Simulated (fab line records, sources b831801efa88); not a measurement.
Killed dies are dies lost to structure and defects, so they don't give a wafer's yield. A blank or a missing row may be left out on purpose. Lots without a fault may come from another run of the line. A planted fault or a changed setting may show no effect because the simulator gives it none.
Which tool did it? | flow sky130 | 11 lots, 32 wafers sampled, at 5 steps of a route of 708

WHAT THE GAUGES READ, wafer by wafer
SKY_GATE_OXIDE_THK_MEAS_02. Usual: GATE_OXIDE_OXIDATION_00_THK 10.39 nm, standard deviation 0.2.
lot  | measured     | on            | GATE_OXIDE_OXIDATION_00_THK (nm) | flag
L110 | day 12 13:07 | film_metro-03 | 10.26 10.20 10.20                |
L112 | day 13 01:53 | film_metro-02 | 10.32 10.27 10.43                |
L114 | day 14 09:56 | film_metro-02 | 10.41 10.34 10.47                |
L115 | day 14 09:59 | film_metro-04 | 10.19 10.06 10.07                |
L116 | day 15 17:10 | film_metro-02 | 10.31 10.29 10.40                |
L117 | day 15 17:49 | film_metro-04 | 10.59 10.38 10.55                |
L118 | day 16 15:55 | film_metro-02 | 10.17 10.31 10.53                |
L119 | day 16 13:02 | film_metro-04 | 10.51 10.52 10.21                |
L120 | day 16 15:55 | film_metro-03 | 10.49 10.39 10.25                |
L122 | day 16 22:31 | film_metro-02 | 10.28 10.14 10.14                |
L126 | day 18 10:30 | film_metro-03 | 10.02 9.94                       |

SKY_SD_P_CD_MEAS_07: target cd 380 nm. Usual: cd_nm 379 nm, standard deviation 3.
lot  | measured     | on        | cd_nm (nm)  | flag
L110 | day 26 02:14 | cd_sem-02 | 375 373 377 |
L112 | day 26 00:44 | cd_sem-02 | 379 377 377 |
L114 | day 27 06:40 | cd_sem-02 | 377 376 376 |
L115 | day 27 05:34 | cd_sem-02 | 381 379 379 |
L116 | day 28 15:53 | cd_sem-02 | 378 382 379 |
L117 | day 28 14:40 | cd_sem-02 | 380 380 379 |
L118 | day 29 13:41 | cd_sem-02 | 379 378 379 |
L119 | day 29 11:14 | cd_sem-02 | 376 375 377 |
L120 | day 29 18:20 | cd_sem-01 | 386 385 381 |
L122 | day 29 18:59 | cd_sem-01 | 378 381 382 |
L126 | day 31 08:36 | cd_sem-01 | 377 376     |

SKY_METAL5_THK_MEAS_06: measures by xrf. Usual: METAL5_ALCU_THK 1148 nm, standard deviation 13.
lot  | measured     | on            | METAL5_ALCU_THK (nm) | flag
L110 | day 43 13:52 | film_metro-02 | 1158 1173 1180       |
L112 | day 43 12:51 | film_metro-03 | 1130 1137 1144       |
L114 | day 44 11:45 | film_metro-03 | 1140 1158 1167       |
L115 | day 44 08:36 | film_metro-02 | 1153 1169 1166       |
L116 | day 45 14:22 | film_metro-03 | 1163 1138 1154       |
L117 | day 45 12:18 | film_metro-03 | 1124 1138 1127       |
L118 | day 46 01:42 | film_metro-04 | 1149 1145 1152       |
L119 | day 45 23:44 | film_metro-04 | 1112 1132 1154       |
L120 | day 46 10:18 | film_metro-03 | 1164 1159 1163       |
L122 | day 46 11:03 | film_metro-02 | 1141 1149 1156       |
L126 | day 47 12:30 | film_metro-02 | 1134 1070 1135 1066  | OFF

WHICH TOOL RAN EACH LOT (tool, then ch and the chambers of the sampled wafers, then the start)
lot  | SKY_FIELD_ISO_ETCH_14             | SKY_METAL5_SPUTTER_04
L110 | rie_diel-02 ch 0,2, day 2 04:52   | pvd_sputter-02, day 43 13:41
L112 | rie_diel-03 ch 0,2,3, day 2 15:45 | pvd_sputter-04, day 43 12:40
L114 | rie_diel-04 ch 1,3, day 3 02:52   | pvd_sputter-04, day 44 11:35
L115 | rie_diel-03 ch 0,1,3, day 3 07:13 | pvd_sputter-04, day 44 08:26
L116 | rie_diel-03 ch 0,2,3, day 3 14:49 | pvd_sputter-02, day 45 14:11
L117 | rie_diel-02 ch 1,2, day 3 19:12   | pvd_sputter-04, day 45 12:08
L118 | rie_diel-04 ch 1,2,3, day 3 23:49 | pvd_sputter-01, day 46 01:31
L119 | rie_diel-02 ch 0,1,3, day 4 05:54 | pvd_sputter-02, day 45 23:34
L120 | rie_diel-04 ch 2,3, day 4 10:45   | pvd_sputter-01, day 46 10:07
L122 | rie_diel-03 ch 1,2,3, day 4 23:05 | pvd_sputter-04, day 46 10:53
L126 | rie_diel-04 ch 2,3, day 5 20:27   | pvd_sputter-04, day 47 12:19
- SKY_FIELD_ISO_ETCH_14: etches BARC in N2/H2, stops on SiO2, time 45.9 s, target depth 60 nm.
- SKY_METAL5_SPUTTER_04: material TiN, target thk 70 nm, time 58.3 s.

WHAT THE TOOLS THEMSELVES READ (means of the sampled wafers that have a number; where no wafer has one, the mark that the record gives instead)
SKY_FIELD_ISO_ETCH_14. Usual: drypump_motor_current_A 5.6 A, standard deviation 0.36; oes_product_au 0.855 a.u., standard deviation 0.0047; throttle_valve_pct 13.225 %, standard deviation 0.0095.
lot  | tool        | drypump_motor_current_A (A) | oes_product_au (a.u.) | throttle_valve_pct (%) | flag
L110 | rie_diel-02 | 5.3                         | 0.858                 | 13.240                 |
L112 | rie_diel-03 | 5.6                         | 0.855                 | 13.222                 |
L114 | rie_diel-04 | 5.8                         | 0.857                 | 13.220                 |
L115 | rie_diel-03 | 5.9                         | 0.854                 | 13.224                 |
L116 | rie_diel-03 | 5.7                         | 0.856                 | 13.214                 |
L117 | rie_diel-02 | 5.5                         | 0.859                 | 13.227                 |
L118 | rie_diel-04 | 5.7                         | 0.853                 | 13.221                 |
L119 | rie_diel-02 | 5.5                         | 0.854                 | 13.229                 |
L120 | rie_diel-04 | 5.8                         | 0.854                 | 13.234                 |
L122 | rie_diel-03 | 5.7                         | 0.851                 | 13.231                 |
L126 | rie_diel-04 | 5.7                         | 0.851                 | 13.226                 |

SKY_METAL5_SPUTTER_04. Usual: cathode_dc_power_W 6499.8 W, standard deviation 1.2; throttle_valve_pct 30.0 %, standard deviation 1.1.
lot  | tool           | cathode_dc_power_W (W) | throttle_valve_pct (%) | flag
L110 | pvd_sputter-02 | 6499.7                 | 30.7                   |
L112 | pvd_sputter-04 | 6500.1                 | 29.8                   |
L114 | pvd_sputter-04 | 6501.3                 | 30.2                   |
L115 | pvd_sputter-04 | 6498.6                 | 30.1                   |
L116 | pvd_sputter-02 | 6499.6                 | 30.1                   |
L117 | pvd_sputter-04 | 6500.1                 | 29.4                   |
L118 | pvd_sputter-01 | 6500.5                 | 29.1                   |
L119 | pvd_sputter-02 | 6499.6                 | 30.1                   |
L120 | pvd_sputter-01 | 6499.8                 | 29.2                   |
L122 | pvd_sputter-04 | 6499.0                 | 30.8                   |
L126 | pvd_sputter-04 | 6498.8                 | 29.9                   |

THE ANSWER, worked out from the rows above alone
Rule: a lot is off if the mean of its wafers that have a number lies more than 3 standard deviations from the usual mean. A lot without any number at a reading at which 4 lots or more have one is off too. The other lots that the step has rows for count as sound. The gauges are gone through in route order, then the tools' own readings, and for those a lot's mean is taken as printed above. The first step at which some lot is off is used, and at that step the reading that is off furthest; a lot without a number counts as furthest.
Off: L126, at SKY_METAL5_THK_MEAS_06 (METAL5_ALCU_THK).
A tool fits if, at a process step before that reading, it ran every lot that is off, and no sound lot after the first of them. The gauges at SKY_METAL5_THK_MEAS_06 are tried like those tools. Can't be told from this: 3 tools fit, rie_diel-04 at SKY_FIELD_ISO_ETCH_14, pvd_sputter-04 at SKY_METAL5_SPUTTER_04, film_metro-02 at SKY_METAL5_THK_MEAS_06.

WHAT THE SIMULATOR HAD PUT IN
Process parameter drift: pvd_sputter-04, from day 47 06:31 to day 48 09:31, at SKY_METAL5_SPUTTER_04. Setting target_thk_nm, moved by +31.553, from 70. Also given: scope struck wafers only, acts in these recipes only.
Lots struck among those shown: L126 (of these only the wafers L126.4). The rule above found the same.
